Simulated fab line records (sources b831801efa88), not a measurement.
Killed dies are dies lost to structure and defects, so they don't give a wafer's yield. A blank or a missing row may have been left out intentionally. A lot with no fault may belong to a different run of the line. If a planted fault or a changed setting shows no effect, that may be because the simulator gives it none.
A lot that was struck, set against a sound lot / flow sfq line / 42 steps out of a route of 325
Sound: these wafers, L213.1, L213.2, L213.6. Struck: wafer L220.2; the same lot's L220.6 was not struck, so it is left out; see the end for the cause.
Order at every step that has rows: each side's tool, ch and its chambers, its first start. Under that, the readings that differ: sound wafers / struck wafers / difference of the means / sigmas: that difference in standard deviations of wafers without a fault.
alike: a reading whose means differ by less than 2 such deviations, as well as words and numbers matching on both sides. not compared: withheld readings; readings where some wafer has no value; bounds like >300 that might hide an equal value; numbers whose values overlap and for which the record gives no deviation.
A row with sigmas, a row that says differs or no value, or rows on one side alone: a step with any of these is where the two part. Non-overlapping numbers with no deviation appear without sigmas and do not part them. Lack of a reading on every wafer of one side parts them only where that side has two or more wafers.

SFQ_L0_RS_MEAS_901: uses a four-point probe to measure.
  struck on film metro-01, day 3 09:35; sound on film metro-04, day 1 22:34
  alike: L0_MONX_KI_RS
SFQ_L0_THK_MEAS_902: measures by xrf.
  struck on film metro-01, day 3 09:41; sound on film metro-04, day 1 22:41
  alike: L0_MONX_KI_THK
then, 6 steps without rows for these wafers: SFQ_TRILAYER_L0_LITHO_COAT_010 (resist thk 62 nm); SFQ_TRILAYER_L0_LITHO_COAT_005 (resist thk 600 nm); SFQ_TRILAYER_L0_LITHO_SOFTBAKE_009; SFQ_TRILAYER_L0_LITHO_EXPOSE_006 (exposes mask L0, target cd 2000 nm); SFQ_TRILAYER_L0_LITHO_PEB_008 (peb time 60 s); SFQ_TRILAYER_L0_LITHO_DEVELOP_007 (time 60 s).
-- the record jumps here: 3 days lie between the struck wafers' starts before and after --
SFQ_TRILAYER_L0_BARC_OPEN_METAL_ETCH_010: etches BARC in O2, target depth 125 nm, time 41.7 s.
  sound on rie metal-01 ch 0,1, day 4 06:49; struck on rie metal-01 ch 0, day 6 10:18
  alike: drypump motor current A, he backside leak sccm, oes product au
  not compared: rf hours counter h
then, 1 step without rows for these wafers: SFQ_TRILAYER_L0_ETCH_METAL_ETCH_008 (etches MoNx KI in SF6/O2, stops on SiO2, target depth 50 nm, time 25 s).
SFQ_TRILAYER_L0_STRIP_STRIP_009: strips in O2.
  sound on rie metal-01 ch 0,1, day 4 06:55; struck on rie metal-01 ch 0, day 6 10:24
  alike: drypump motor current A, he backside leak sccm, oes product au
  not compared: rf hours counter h
then, 1 step without rows for these wafers: SFQ_TRILAYER_L0_STRIP_SOLV_CLEAN_010 (cleans in NMP, time 600 s).
SFQ_TRILAYER_L0_CAP_PECVD_011: deposits SiO2 from SiH4/N2O, time 13.333 s, target thk 60 nm.
  sound on pecvd-03 ch 0,1,2, day 4 07:53; struck on pecvd-01 ch 0, day 6 11:11
reading=model.SiO2_of_TRILAYER_L0_CAP_PECVD_011.thk nm (nm); sound=59.57 58.52 59.98; struck=98.97; difference=+39.61; sigmas=
  alike: heater power w, throttle valve pct
then, 6 steps without rows for these wafers: SFQ_TRILAYER_L0_VIA_LITHO_COAT_018 (resist thk 62 nm); SFQ_TRILAYER_L0_VIA_LITHO_COAT_013 (resist thk 650 nm); SFQ_TRILAYER_L0_VIA_LITHO_SOFTBAKE_017; SFQ_TRILAYER_L0_VIA_LITHO_EXPOSE_014 (exposes mask L0V, target cd 700 nm); SFQ_TRILAYER_L0_VIA_LITHO_PEB_016 (peb time 60 s); SFQ_TRILAYER_L0_VIA_LITHO_DEVELOP_015 (time 60 s).
-- the record jumps here: 4 days lie between the struck wafers' starts before and after --
SFQ_L0V_OVL_MEAS_903:
  struck on overlay-01, day 10 10:32; sound on overlay-01, day 7 16:17
reading=L0V_OVL (nm); sound=-8 -1 0; struck=11; difference=+14; sigmas=+3
then, 1 step without rows for these wafers: SFQ_TRILAYER_L0_VIA_BARC_OPEN_VIA_ETCH_021 (etches BARC in O2, target depth 125 nm, time 41.7 s).
SFQ_TRILAYER_L0_VIA_ETCH_VIA_ETCH_016: etches SiO2 in CHF3, stops on MoNx KI, target depth 80 nm.
  sound on rie diel-02 ch 0,1,3, day 7 16:21; struck on rie diel-02 ch 2, day 10 10:36
reading=oes product au (a.u.); sound=0.835 0.823 0.841; struck=1.000; difference=+0.167; sigmas=+22
reading=model.etch.depth nm (nm); sound=59.57 58.52 59.98; struck=80.7; difference=+21.3; sigmas=
reading=model.L0V.feature depth nm (nm); sound=59.57 58.52 59.98; struck=80.7; difference=+21.3; sigmas=
  alike: drypump motor current A
then, 2 steps without rows for these wafers: SFQ_TRILAYER_L0_VIA_STRIP_STRIP_017 (strips in O2); SFQ_TRILAYER_L0_VIA_STRIP_SOLV_CLEAN_018 (cleans in NMP, time 600 s).
SFQ_TRILAYER_M0_DEP_PRE_CLEAN_020: time 15 s.
  struck on pvd sputter-04, day 10 11:25; sound on pvd sputter-04, day 7 17:10
reading=model.SiO2_of_TRILAYER_L0_CAP_PECVD_011.thk nm (nm); sound=54.57 53.52 54.98; struck=93.97; difference=+39.61; sigmas=
SFQ_TRILAYER_M0_DEP_SPUTTER_019: material Nb, target thk 200 nm, time 133.3 s.
  struck on pvd sputter-04, day 10 11:27; sound on pvd sputter-04, day 7 17:12
  alike: cathode dc power W, throttle valve pct
SFQ_M0_RS_MEAS_904: uses a four-point probe to measure.
  struck on film metro-04, day 10 11:34; sound on film metro-04, day 7 17:17
  alike: M0_NB_RS
then, 6 steps without rows for these wafers: SFQ_TRILAYER_M0_LITHO_COAT_026 (resist thk 62 nm); SFQ_TRILAYER_M0_LITHO_COAT_021 (resist thk 600 nm); SFQ_TRILAYER_M0_LITHO_SOFTBAKE_025; SFQ_TRILAYER_M0_LITHO_EXPOSE_022 (exposes mask M0, target cd 500 nm); SFQ_TRILAYER_M0_LITHO_PEB_024 (peb time 60 s); SFQ_TRILAYER_M0_LITHO_DEVELOP_023 (time 60 s).
-- the record jumps here: 3 days lie between the struck wafers' starts before and after --
SFQ_M0_OVL_MEAS_906:
  struck on overlay-01, day 13 11:02; sound on overlay-02, day 11 21:49
  alike: M0_OVL
then, 1 step without rows for these wafers: SFQ_TRILAYER_M0_BARC_OPEN_METAL_ETCH_031 (etches BARC in O2, target depth 125 nm, time 41.7 s).
SFQ_TRILAYER_M0_ETCH_METAL_ETCH_024: etches Nb in Cl2/Ar, stops on SiO2, target depth 240 nm, time 120 s.
  sound on rie metal-04 ch 0, day 11 21:59; struck on rie metal-04 ch 1, day 13 11:07
  alike: drypump motor current A, he backside leak sccm, oes product au
  not compared: rf hours counter h
then, 3 steps without rows for these wafers: SFQ_TRILAYER_M0_STRIP_STRIP_025 (strips in O2); SFQ_TRILAYER_M0_STRIP_SOLV_CLEAN_026 (cleans in NMP, time 600 s); SFQ_TRILAYER_I0_DEP_PECVD_027 (deposits SiO2 from SiH4/N2O, time 111.11 s, target thk 500 nm).
SFQ_TRILAYER_I0_CMP_CMP_028: polishes SiO2.
  sound on cmp-02 ch 1,3, day 12 01:08; struck on cmp-01 ch 3, day 13 16:31
reading=motor current A (A); sound=10.1 8.4 8.7; struck=11.1; difference=+2.0; sigmas=+2
  alike: slurry filter dp kPa, time to endpoint s
SFQ_I0_BOW_MEAS_907:
  struck on film metro-02, day 13 18:02; sound on film metro-02, day 12 03:38
  alike: I0_BOW
-- the record jumps here: 61 days lie between the struck wafers' starts before and after (it left off in module I0 and takes up again in module M8, whose first step shown is number 325 of the route) --
SFQ_M8_BOW_MEAS_951:
  struck on film metro-03, day 75 00:39; sound on film metro-01, day 68 20:48
reading=model.etest.l0v.link ohm; sound=43.86 44.13 44.19; struck=1e+06; difference=+1e+06; sigmas=
  alike: M8_BOW

WHERE THEY PART
Last at SFQ_TRILAYER_I0_CMP_CMP_028 as far as this record goes, first at SFQ_L0V_OVL_MEAS_903. Later steps at which nothing parts them and some readings are alike: SFQ_I0_BOW_MEAS_907, SFQ_M8_BOW_MEAS_951.

WHY: what had been put in by the simulator
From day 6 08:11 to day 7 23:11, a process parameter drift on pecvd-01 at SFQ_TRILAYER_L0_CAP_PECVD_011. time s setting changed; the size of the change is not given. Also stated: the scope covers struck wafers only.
